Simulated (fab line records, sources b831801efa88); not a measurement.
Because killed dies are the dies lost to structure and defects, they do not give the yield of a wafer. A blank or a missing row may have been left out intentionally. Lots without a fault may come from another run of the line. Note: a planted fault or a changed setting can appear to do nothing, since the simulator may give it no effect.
A lot that was struck, set against a sound lot	flow sky130	20 out of 708 route steps
Sound: wafers L836.2, L836.5, L836.6. Wafers L840.1, L840.3, L840.4 were the ones struck. The cause is named last.
Per side, at each step with rows, come the tool, then ch with its chambers, and then its first start. Under that, the readings that differ: sound wafers	struck wafers	difference of the means	sigmas: that difference in standard deviations of wafers without a fault.
alike: readings with means less than 2 such deviations apart, plus words and numbers identical on both sides. not compared: withheld readings, readings lacking a value on some wafer, bounds such as >300 that could conceal the same value, and numbers that have no deviation in the record and whose values overlap.
The two part at a step that has a row with sigmas, a row that says differs or no value, or rows on one side only. Numbers that don't overlap but have no deviation are shown without sigmas and don't part them. A reading that every wafer of one side lacks parts them only if that side has two wafers or more.

SKY_FIELD_ISO_BOW_MEAS_00:
  struck on film-metro-04, day 3 12:00; sound on film-metro-04, day 2 16:01
  alike: INCOMING_BOW
then, 1 step without rows for these wafers: SKY_FIELD_ISO_OXIDATION_01 (stabilise 600 s, purge 300 s, target thk 12 nm).
SKY_FIELD_ISO_THK_MEAS_02:
  struck on film-metro-03, day 3 14:25; sound on film-metro-01, day 2 17:38
  alike: FIELD_ISO_OXIDATION_00_THK
then, 1 step without rows for these wafers: SKY_FIELD_ISO_CVD_03 (deposits Si3N4 from DCS/NH3, target thk 165 nm, time 2830 s).
SKY_FIELD_ISO_THK_MEAS_04:
  struck on film-metro-03, day 3 16:16; sound on film-metro-04, day 2 22:26
  alike: FIELD_ISO_CVD_03_THK
then, 5 steps without rows for these wafers: SKY_FIELD_ISO_DEHYDRATE_05 (time 60 s); SKY_FIELD_ISO_HMDS_06 (prime time 60 s); SKY_FIELD_ISO_COAT_07 (resist thk 60 nm); SKY_FIELD_ISO_COAT_08 (resist thk 450 nm); SKY_FIELD_ISO_SOFTBAKE_09 (time 90 s).
SKY_FIELD_ISO_EXPOSE_10: exposes mask FOM, target cd 150 nm.
  sound on krf-scanner-01 ch 0, day 3 06:44; struck on krf-scanner-01 ch 0, day 4 00:58
reading	sound	struck	difference	sigmas
exposure-dose-mJ-cm2	28.049 27.968 28.013	29.504 29.490 29.499	+1.488	+53
  alike: mask, reticle-temp-C
then, 2 steps without rows for these wafers: SKY_FIELD_ISO_PEB_11; SKY_FIELD_ISO_DEVELOP_12 (develop time 60 s).
SKY_FIELD_ISO_CD_MEAS_13 targets a cd of 150 nm.
  struck on cd-sem-01, day 4 08:55; sound on cd-sem-02, day 3 14:41
reading	sound	struck	difference	sigmas
cd-nm (nm)	150.3 149.3 152.6	140.5 141.5 142.3	-9.3	-6
SKY_FIELD_ISO_ETCH_14: etches BARC in N2/H2, stops on SiO2, time 45.9 s, target depth 60 nm.
  sound on rie-diel-02 ch 0,1,3, day 3 14:47; struck on rie-diel-02 ch 0,2,3, day 4 09:02
reading	sound	struck	difference	sigmas
model.FIELD_ISO.cd-nm (nm)	149.5 148.3 151.1	141.4 140.9 142.1	-8.2	
  alike: drypump-motor-current-A, oes-product-au, throttle-valve-pct
  not compared: rf-hours-counter-h
SKY_FIELD_ISO_ETCH_15: etches the open film in CHF3/O2, stops on Si, target depth 180 nm, time 72 s.
  sound on rie-diel-02 ch 0,1,3, day 3 14:50; struck on rie-diel-02 ch 0,2,3, day 4 09:05
  alike: chf3-flow-sccm, drypump-motor-current-A, oes-product-au, throttle-valve-pct
  not compared: rf-hours-counter-h
SKY_FIELD_ISO_STRIP_16: strips in O2/N2.
  sound on plasma-asher-01 ch 0,1, day 3 14:53; struck on plasma-asher-03 ch 0,1, day 4 09:08
  alike: drypump-motor-current-A, oes-product-au, strip-time-to-endpoint-s
  not compared: rf-hours-counter-h
SKY_FIELD_ISO_ETCH_17: etches Si in HBr/Cl2/O2, target depth 342 nm, time 97.7 s.
  sound on rie-si-01 ch 2,3, day 3 14:59; struck on rie-si-01 ch 0,1,2, day 4 09:14
reading	sound	struck	difference	sigmas
model.FIELD_ISO.cd-nm (nm)	149.1 149.7 152.2	140.1 141.2 143.3	-8.8	
  alike: drypump-motor-current-A, oes-product-au, throttle-valve-pct
  not compared: rf-hours-counter-h
then, 1 step without rows for these wafers: SKY_FIELD_ISO_WET_ETCH_18 (etches Si3N4 in H3PO4, target depth 25 nm, time 286 s).
-- a jump in the record: the struck wafers' starts before and after are 44 days apart (it breaks off in module FIELD_ISO and resumes in module PAD_OPEN, where the first step shown is number 708 of the route) --
SKY_PAD_OPEN_PROBE_99:
  struck on prober-01, day 48 06:32; sound on prober-02, day 47 08:35
reading	sound	struck	difference	sigmas
model.etest.pfet-g5v0d10v5.r-on-ohm-um	4645 4698 4632	4760 4844 4765	+131	
model.etest.res-pdiff.line-ohm-um	1389 1398 1363	1468 1441 1420	+60	
model.etest.res-ndiff.line-ohm-um	761.2 769.5 761.8	813 805.7 802.4	+43	
model.etest.res-pdiff.width-nm (nm)	142.9 143.6 145.6	134.6 135 137.8	-8.2	
model.etest.res-ndiff.width-nm (nm)	156.3 155.9 158.1	146.6 148 150.2	-8.5	
  alike: killed_at_M0_to_M3, killed_at_M4_up, killed-at-contacts, killed-at-front-end, killed-at-other, killed-dies, killed-open, killed-short
  not compared: model.etest.sram-nfet-pass.drive-ua-um, model.etest.sram-pfet-latch.drive-ua-um

## WHERE THEY PART
First at SKY_FIELD_ISO_EXPOSE_10; last, within this record, at SKY_FIELD_ISO_CD_MEAS_13. Later steps at which nothing parts them and some readings are alike: SKY_FIELD_ISO_ETCH_14, SKY_FIELD_ISO_ETCH_15, SKY_FIELD_ISO_STRIP_16, SKY_FIELD_ISO_ETCH_17, SKY_PAD_OPEN_PROBE_99.

WHY: the cause the simulator had injected
Process parameter drift: krf-scanner-01, from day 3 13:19 on, at SKY_FIELD_ISO_EXPOSE_10. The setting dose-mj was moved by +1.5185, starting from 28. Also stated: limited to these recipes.
